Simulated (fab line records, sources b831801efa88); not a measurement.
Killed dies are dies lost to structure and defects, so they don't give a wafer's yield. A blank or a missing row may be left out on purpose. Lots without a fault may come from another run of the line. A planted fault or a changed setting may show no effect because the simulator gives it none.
Chamber matching | flow gf180mcu | GF_STI_CMP_25 on cmp-01: 3 sister chambers
The step polishes, stops on Si3N4, t overpolish 33 s, target thk 524.6 nm. 15 wafers are shown with their chamber, then 6 later ones without.

WAFERS WITH THEIR CHAMBER
wafer  | chamber | motor_current_A (A) | time_to_endpoint_s (s)
L535.4 | 1       | 11.7                | 126
L535.5 | 1       | 12.1                | 128
L535.6 | 2       | 12.1                | 130
L540.3 | 2       | 12.1                | 126
L540.5 | 2       | 12.1                | 124
L540.6 | 1       | 12.1                | 124
L542.1 | 1       | 12.4                | 127
L542.2 | 2       | 11.9                | 123
L542.4 | 0       | 11.3                | 128
L544.1 | 0       | 10.7                | 124
L544.3 | 2       | 12.5                | 121
L544.5 | 1       | 12.1                | 120
L545.1 | 2       | 12.0                | 121
L545.4 | 1       | 12.3                | 125
L545.5 | 1       | 12.2                | 119

SIGNATURES (means of the wafers above)
reading            | chamber 0 | chamber 1 | chamber 2 | scatter within a chamber
motor_current_A    | 11.000    | 12.129    | 12.117    | 0.239
time_to_endpoint_s | 126.00    | 124.14    | 124.17    | 3.39
Rule: a wafer's distance from a chamber is the root of the sum, over the readings, of the square of ((its reading less the chamber's mean) divided by the reading's scatter). The wafer belongs to the nearest chamber; if the next one is less than 2 further off, it can't be placed. The scatter: the root of (the sum of the squares of (reading less its chamber's mean) over the shown wafers, divided by (wafers less chambers)).

WAFERS WITHOUT THEIR CHAMBER
wafer  | motor_current_A (A) | time_to_endpoint_s (s)
L546.2 | 11.9                | 121
L546.3 | 12.0                | 124
L546.5 | 11.9                | 124
L553.2 | 11.7                | 132
L553.6 | 12.3                | 127
L554.3 | 12.0                | 132

WHICH CHAMBER EACH WENT THROUGH
wafer  | from the rows above          | in truth
L546.2 | can't be placed: 2 or 1      | 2
L546.3 | can't be placed: 2 or 1      | 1
L546.5 | can't be placed: 2 or 1      | 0
L553.2 | can't be placed: 2 or 1 or 0 | 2
L553.6 | can't be placed: 1 or 2      | 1
L554.3 | can't be placed: 2 or 1      | 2
Placed correctly: 0 of 6. Can't be placed from these rows: 6 (the true chamber is among the candidates in 5). Placed wrongly: 0.
